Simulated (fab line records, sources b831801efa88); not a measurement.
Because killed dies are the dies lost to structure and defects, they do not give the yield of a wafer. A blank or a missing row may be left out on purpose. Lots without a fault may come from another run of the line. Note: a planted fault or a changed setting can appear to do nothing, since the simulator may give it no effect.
Which tool was responsible? | flow gf180mcu | 36 wafers from 12 lots sampled at 5 of the route's 602 steps

WHAT THE GAUGES SHOWED, per wafer
GF_VT_IMPLANT_TW_MEAS_43. Usual: VT_IMPLANT_4_TW 688, standard deviation 4.2.
lot  | measured     | on            | VT_IMPLANT_4_TW | flag
L194 | day 7 18:23  | film-metro-02 | 691 694 689     |
L198 | day 8 16:41  | film-metro-02 | 691 690 689     |
L204 | day 10 07:15 | film-metro-01 | 687 687 690     |
L205 | day 10 16:37 | film-metro-03 | 683 687 687     |
L208 | day 11 11:45 | film-metro-02 | 695 693 694     |
L209 | day 11 18:03 | film-metro-02 | 693 694 692     |
L210 | day 11 23:48 | film-metro-02 | 695 696 691     |
L212 | day 12 12:00 | film-metro-01 | 682 682 678     |
L213 | day 12 19:50 | film-metro-01 | 680 685 679     |
L214 | day 13 05:11 | film-metro-03 | 689 690 685     |
L215 | day 13 11:23 | film-metro-02 | 692 695 691     |
L216 | day 13 15:36 | film-metro-01 | 686 684 684     |

GF_HV_LDD_CD_MEAS_46: the cd target is 400 nm. Usual: cd-nm at 400.4 nm, with a standard deviation of 2.3.
lot  | measured     | on        | cd-nm (nm)        | flag
L194 | day 12 12:40 | cd-sem-02 | 402.9 402.0 399.5 |
L198 | day 13 16:01 | cd-sem-02 | 404.6 404.2 401.8 |
L204 | day 15 17:44 | cd-sem-02 | - - -             | OFF
L205 | day 16 07:07 | cd-sem-01 | 400.0 400.3 400.5 |
L208 | day 16 23:46 | cd-sem-02 | 402.7 400.0 401.7 |
L209 | day 17 15:14 | cd-sem-01 | 400.1 397.4 401.2 |
L210 | day 17 15:29 | cd-sem-01 | 397.6 398.7 401.3 |
L212 | day 18 10:44 | cd-sem-01 | 402.3 402.3 402.2 |
L213 | day 18 20:52 | cd-sem-01 | 401.2 401.5 402.4 |
L214 | day 19 05:30 | cd-sem-01 | 397.3 397.8 398.2 |
L215 | day 19 11:30 | cd-sem-02 | 404.4 403.2 404.7 |
L216 | day 19 17:17 | cd-sem-01 | 401.5 401.7 400.9 |

GF_HV_LDD_TW_MEAS_50. Usual: HV_LDD_4_TW 569, standard deviation 3.
lot  | measured     | on            | HV_LDD_4_TW       | flag
L194 | day 12 13:04 | film-metro-04 | 574 573 576       |
L198 | day 13 16:25 | film-metro-04 | 569 571 570       |
L204 | day 15 18:08 | film-metro-04 | 30 30 30 30 30 30 | OFF
L205 | day 16 07:31 | film-metro-02 | 572 571 575       |
L208 | day 17 00:10 | film-metro-02 | 567 571 569       |
L209 | day 17 15:38 | film-metro-02 | 568 565 567       |
L210 | day 17 15:53 | film-metro-02 | 568 568 567       |
L212 | day 18 11:08 | film-metro-03 | 564 565 565       |
L213 | day 18 21:16 | film-metro-03 | 567 566 566       |
L214 | day 19 05:54 | film-metro-03 | 566 566 566       |
L215 | day 19 11:54 | film-metro-03 | 566 563 562       |
L216 | day 19 17:41 | film-metro-02 | 571 574 571       |

TOOL THAT RAN EACH LOT (tool first, then ch and the chambers of the sampled wafers, then the start)
lot  | GF_POLY_GATE_ETCH_12               | GF_HV_LDD_EXPOSE_43
L194 | rie-diel-01 ch 1,2, day 9 09:28    | iline-stepper-01 ch 0, day 12 02:35
L198 | rie-diel-02 ch 0,1,3, day 10 10:04 | iline-stepper-01 ch 0, day 13 06:23
L204 | rie-diel-04 ch 0,2,3, day 12 04:58 | iline-stepper-01 ch 0, day 15 07:59
L205 | rie-diel-01 ch 2,3, day 12 13:19   | iline-stepper-02 ch 0, day 15 19:55
L208 | rie-diel-01 ch 0,3, day 13 07:58   | iline-stepper-02 ch 0, day 16 13:23
L209 | rie-diel-01 ch 0,2,3, day 13 20:25 | iline-stepper-01 ch 0, day 17 03:35
L210 | rie-diel-02 ch 2,3, day 13 20:46   | iline-stepper-02 ch 0, day 17 04:02
L212 | rie-diel-01 ch 0,1, day 14 13:07   | iline-stepper-02 ch 0, day 17 23:02
L213 | rie-diel-02 ch 0,1, day 14 20:46   | iline-stepper-02 ch 0, day 18 08:34
L214 | rie-diel-01 ch 0,2, day 15 06:31   | iline-stepper-01 ch 0, day 18 16:56
L215 | rie-diel-04 ch 1,2, day 15 10:13   | iline-stepper-01 ch 0, day 18 23:36
L216 | rie-diel-02 ch 1,3, day 15 16:58   | iline-stepper-01 ch 0, day 19 05:20
- GF_POLY_GATE_ETCH_12: etches BARC in N2/H2.
- GF_HV_LDD_EXPOSE_43: exposes mask Pplus HV AREA, target cd 400 nm.

AS READ BY THE TOOLS THEMSELVES (means over the sampled wafers that have a number; for cases with no such wafer, the mark the record gives instead)
GF_POLY_GATE_ETCH_12. Usual: chamber-pressure-mTorr 30.002 mTorr, standard deviation 0.029; drypump-motor-current-A 5.6 A, standard deviation 0.37; oes-product-au 0.735 a.u., standard deviation 0.0049; throttle-valve-pct 13.213 %, standard deviation 0.009.
lot  | tool        | chamber-pressure-mTorr (mTorr) | drypump-motor-current-A (A) | oes-product-au (a.u.) | throttle-valve-pct (%) | flag
L194 | rie-diel-01 | 29.998                         | 5.6                         | 0.736                 | 13.209                 |
L198 | rie-diel-02 | 30.007                         | 5.7                         | 0.739                 | 13.216                 |
L204 | rie-diel-04 | 30.023                         | 5.4                         | 0.733                 | 13.213                 |
L205 | rie-diel-01 | 29.993                         | 5.8                         | 0.732                 | 13.219                 |
L208 | rie-diel-01 | 30.041                         | 5.7                         | 0.733                 | 13.205                 |
L209 | rie-diel-01 | 29.970                         | 5.7                         | 0.738                 | 13.219                 |
L210 | rie-diel-02 | 29.993                         | 5.2                         | 0.739                 | 13.220                 |
L212 | rie-diel-01 | 30.011                         | 5.6                         | 0.735                 | 13.213                 |
L213 | rie-diel-02 | 30.010                         | 6.0                         | 0.734                 | 13.210                 |
L214 | rie-diel-01 | 29.990                         | 5.5                         | 0.734                 | 13.215                 |
L215 | rie-diel-04 | 29.984                         | 5.7                         | 0.731                 | 13.210                 |
L216 | rie-diel-02 | 29.975                         | 5.7                         | 0.733                 | 13.221                 |

THE ANSWER, worked out from the rows above alone
Rule: take the mean of a lot's wafers that have a number; if it is more than 3 standard deviations from the usual mean, the lot is off. A lot without any number at a reading at which 4 lots or more have one is off too. Where the step has rows for the other lots, those lots are counted as sound. Order of review: gauges by route order, followed by the tools' own readings, for which a lot's mean as printed above is used. The first step at which some lot is off is used, and at that step the reading that is off furthest; a lot without a number counts as furthest.
Off, at GF_HV_LDD_CD_MEAS_46 on cd-nm: L204. Without a number there: L204.
If a tool, at a process step before that reading, ran all the lots that are off and no sound lot after the first of them, it fits. The gauges at GF_HV_LDD_CD_MEAS_46 aren't tried: what is off there is off at GF_HV_LDD_TW_MEAS_50 too, on other tools, and a gauge's error can't cause that. Of those tried, none fits.

WHAT HAD BEEN PUT IN BY THE SIMULATOR
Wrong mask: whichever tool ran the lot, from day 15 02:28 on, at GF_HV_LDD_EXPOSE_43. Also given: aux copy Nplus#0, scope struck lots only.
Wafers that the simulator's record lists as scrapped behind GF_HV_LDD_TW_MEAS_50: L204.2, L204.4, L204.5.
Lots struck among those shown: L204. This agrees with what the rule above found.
